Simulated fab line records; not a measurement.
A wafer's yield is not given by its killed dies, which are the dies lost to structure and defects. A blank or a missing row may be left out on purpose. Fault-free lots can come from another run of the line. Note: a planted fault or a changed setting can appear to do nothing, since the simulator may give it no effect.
A struck lot beside a sound one || flow sky130 || 15 steps out of a route of 708
Sound: wafers L937.2, L937.3, L937.4. The struck wafers were L935.3, L935.4, L935.5. At the end, the cause is stated.
Per side, at each step with rows, come the tool, then ch with its chambers, and then its first start. Under that, the readings that differ: sound wafers || struck wafers || difference of the means || sigmas: that difference in standard deviations of wafers without a fault.
alike: readings whose means differ by less than 2 such deviations, and words and numbers that are the same on both sides. not compared: withheld readings, readings that some wafer has no value for, bounds like >300 that may hide the same value, and numbers for which the record gives no deviation and whose values overlap.
A row with sigmas, a row that says differs or no value, or rows on one side alone: a step with any of these is where the two part. Non-overlapping numbers with no deviation appear without sigmas and do not part them. Lack of a reading on every wafer of one side parts them only where that side has two or more wafers.

SKY_NWELL_THK_MEAS_02:
  sound on filmMetro-02 at day 5 13:02; struck on filmMetro-03 at day 4 21:44
  alike: NWELL_OXIDATION_THK
then, 8 steps without rows for these wafers: SKY_DNWELL_DEHYDRATE_00 (time 60 s); SKY_DNWELL_HMDS_01 (prime time 60 s); SKY_DNWELL_COAT_02 (resist thk 3000 nm); SKY_DNWELL_SOFTBAKE_03; SKY_DNWELL_EXPOSE_04 (exposes mask DNM, target cd 3000 nm); SKY_DNWELL_PEB_05; SKY_DNWELL_DEVELOP_06 (develop time 60 s); SKY_DNWELL_IMPLANT_07.
SKY_DNWELL_STRIP_08: strips in O2/N2.
  sound on plasmaAsher-01 ch 0,1, day 6 06:59; struck on plasmaAsher-01 ch 0,1, day 5 15:23
  alike: drypumpMotorCurrentA, oesProductAu, stripTimeToEndpointS
  not compared: rfHoursCounterH
SKY_DNWELL_TW_MEAS_09:
  sound on filmMetro-03 at day 6 07:06; struck on filmMetro-04 at day 5 15:28
  alike: DNWELL_TW
then, 1 step without rows for these wafers: SKY_PWDE_DEHYDRATE_00 (time 60 s).
SKY_PWDE_HMDS_01: prime time 60 s.
  sound on lithoTrack-02 ch 0, day 6 15:52; struck on lithoTrack-03 ch 0, day 5 23:21
{"reading": "primeTempC (C)", "sound": "119.84 119.99 120.11", "struck": "123.98 124.01 123.90", "difference": "+3.98", "sigmas": "+31"}
then, 1 step without rows for these wafers: SKY_PWDE_COAT_02 (resist thk 3000 nm).
-- the record jumps here: 43 days lie between the struck wafers' starts before and after (it left off in module PWDE and takes up again in module PAD_OPEN, whose first step shown is number 708 of the route) --
SKY_PAD_OPEN_PROBE_99:
  sound on prober-02 at day 49 01:07; struck on prober-02 at day 48 13:34
{"reading": "killed_at_M0_to_M3", "sound": "34 26 40", "struck": "58 46 48", "difference": "+17", "sigmas": "+2"}
{"reading": "killedDies", "sound": "85 60 83", "struck": "108 102 98", "difference": "+27", "sigmas": "+3"}
{"reading": "killedShort", "sound": "36 28 38", "struck": "49 53 53", "difference": "+18", "sigmas": "+3"}
  alike: killed_at_M4_up, killedAtContacts, killedAtFrontEnd, killedAtOther, killedOpen

## WHERE THEY PART
Last at SKY_PAD_OPEN_PROBE_99 as far as this record goes, first at SKY_PWDE_HMDS_01.

WHY: whatever the simulator had introduced
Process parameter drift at SKY_PWDE_HMDS_01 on lithoTrack-03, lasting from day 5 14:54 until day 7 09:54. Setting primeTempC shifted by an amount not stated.
